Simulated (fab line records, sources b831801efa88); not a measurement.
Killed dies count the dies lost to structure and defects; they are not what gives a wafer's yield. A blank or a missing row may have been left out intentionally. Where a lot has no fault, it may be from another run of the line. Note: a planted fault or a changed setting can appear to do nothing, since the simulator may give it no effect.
Struck lot and sound lot, side by side ; flow sky130 ; 14 out of 708 route steps
Sound: these wafers, L221.3, L221.4, L221.6. Wafers struck: L213.2, L213.3, L213.4. The cause comes at the end.
Per side, at each step with rows, come the tool, then ch with its chambers, and then its first start. Under that, the readings that differ: sound wafers ; struck wafers ; difference of the means ; sigmas: that difference in standard deviations of wafers without a fault.
alike: readings with means less than 2 such deviations apart, plus words and numbers identical on both sides. not compared: withheld readings, readings lacking a value on some wafer, bounds such as >300 that could conceal the same value, and numbers that have no deviation in the record and whose values overlap.
A row with sigmas, a row that says differs or no value, or rows on one side alone: a step with any of these is where the two part. Numbers that have no deviation but don't overlap get no sigmas and don't part them. A reading missing from all wafers of one side parts the sides only when that side holds two or more wafers.

first, 7 steps without rows for these wafers: SKY_LDD_N_DEHYDRATE_00 (time 60 s); SKY_LDD_N_HMDS_01 (prime time 60 s); SKY_LDD_N_COAT_02 (resist thk 300 nm); SKY_LDD_N_SOFTBAKE_03 (time 60 s); SKY_LDD_N_EXPOSE_04 (exposes mask NTM, target cd 840 nm); SKY_LDD_N_PEB_05; SKY_LDD_N_DEVELOP_06 (develop time 60 s).
SKY_LDD_N_OVL_MEAS_07:
  sound on overlay-01 at day 23 15:49; struck on overlay-01 at day 20 15:11
  alike: LDD_N_OVL
then, 4 steps without rows for these wafers: SKY_LDD_N_IMPLANT_08; SKY_LDD_N_IMPLANT_09; SKY_LDD_N_IMPLANT_10; SKY_LDD_N_IMPLANT_11.
SKY_LDD_N_IMPLANT_12:
  struck on implanter-04, day 20 15:50; sound on implanter-04 ch 0, day 23 16:29
  no value came back on the struck wafers for any of 5 readings (beam energy keV, beam on s (s) and others); on the sound wafers beam energy keV reads 50.003 50.002 49.981
next, for these wafers, 1 step has no rows: SKY_LDD_N_IMPLANT_13.

== WHERE THEY PART ==
At SKY_LDD_N_IMPLANT_12 and nowhere else, as far as this record goes.

WHY: the cause the simulator had injected
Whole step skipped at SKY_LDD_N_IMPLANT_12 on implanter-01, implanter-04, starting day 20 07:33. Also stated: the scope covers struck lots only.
